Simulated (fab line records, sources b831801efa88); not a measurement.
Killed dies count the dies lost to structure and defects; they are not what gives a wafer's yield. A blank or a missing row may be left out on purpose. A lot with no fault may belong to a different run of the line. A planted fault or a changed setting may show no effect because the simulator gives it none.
A struck lot beside a sound one | flow gf180mcu | 17 steps out of a route of 602
Sound: wafers L193.4, L193.5, L193.6. The struck wafers were L199.2, L199.3, L199.4. The cause is named last.
Order at every step that has rows: each side's tool, ch and its chambers, its first start. Under that, the readings that differ: sound wafers | struck wafers | difference of the means | sigmas: that difference in standard deviations of wafers without a fault.
alike: a reading whose means differ by less than 2 such deviations, as well as words and numbers matching on both sides. not compared: withheld readings; readings where some wafer has no value; bounds like >300 that might hide an equal value; numbers whose values overlap and for which the record gives no deviation.
The two part at a step that has a row with sigmas, a row that says differs or no value, or rows on one side only. Non-overlapping numbers with no deviation appear without sigmas and do not part them. A reading that every wafer of one side lacks parts them only if that side has two wafers or more.

GF_STI_CMP_25: polishes, stops on Si3N4, t overpolish 33 s, target thk 524.6 nm.
  sound on cmp-02 ch 0,1,3, day 3 02:22; struck on cmp-01 ch 0,1,2, day 4 07:53
  alike: headPressurePsi, motorCurrentA, overpolishRunS, timeToEndpointS
then, 4 steps without rows for these wafers: GF_STI_WET_ETCH_26 (etches SiO2 in dHF, target depth 94 nm, time 188 s); GF_STI_WET_ETCH_27 (etches Si3N4 in H3PO4, target depth 160 nm, time 1825 s); GF_STI_WET_ETCH_28 (etches SiO2 in dHF, target depth 20 nm, time 40 s); GF_STI_OXIDATION_29 (stabilise 600 s, purge 300 s, target thk 10 nm).
GF_STI_THK_MEAS_30:
  sound on filmMetro-04 at day 3 05:28; struck on filmMetro-01 at day 4 12:25
  alike: STI_OXIDATION_02_THK
then, 6 steps without rows for these wafers: GF_DNWELL_DEHYDRATE_00 (time 60 s); GF_DNWELL_HMDS_01 (prime time 60 s); GF_DNWELL_COAT_02 (resist thk 3000 nm); GF_DNWELL_SOFTBAKE_03; GF_DNWELL_EXPOSE_04 (exposes mask DNWELL, target cd 1700 nm); GF_DNWELL_PEB_05.
GF_DNWELL_DEVELOP_06: develop time 60 s.
  struck on lithoTrack-03, day 5 02:00; sound on lithoTrack-02 ch 0, day 3 18:00
  no value came back on the struck wafers for chillPlateTempC (C), developTimeS (s); on the sound wafers chillPlateTempC (C) reads 22.95 23.05 23.08
next, for these wafers, 1 step has no rows: GF_DNWELL_IMPLANT_07.
GF_DNWELL_STRIP_08: strips in O2/N2.
  sound on plasmaAsher-03 ch 0,1, day 3 19:05; struck on plasmaAsher-01 ch 0,1, day 5 02:32
  alike: drypumpMotorCurrentA, heaterPowerW, oesProductAu, stripTimeToEndpointS
  not compared: rfHoursCounterH
GF_DNWELL_TW_MEAS_09:
  sound on filmMetro-04 at day 3 19:11; struck on filmMetro-02 at day 5 02:39
reading   | sound          | struck   | difference | sigmas
DNWELL_TW | 1352 1354 1354 | 31 30 30 | -1323      | -99 or more
then, 1 step without rows for these wafers: GF_NWELL_DEHYDRATE_00 (time 60 s).

## WHERE THEY PART
At GF_DNWELL_DEVELOP_06 first; at GF_DNWELL_TW_MEAS_09 last (within this record only).

WHY: whatever the simulator had introduced
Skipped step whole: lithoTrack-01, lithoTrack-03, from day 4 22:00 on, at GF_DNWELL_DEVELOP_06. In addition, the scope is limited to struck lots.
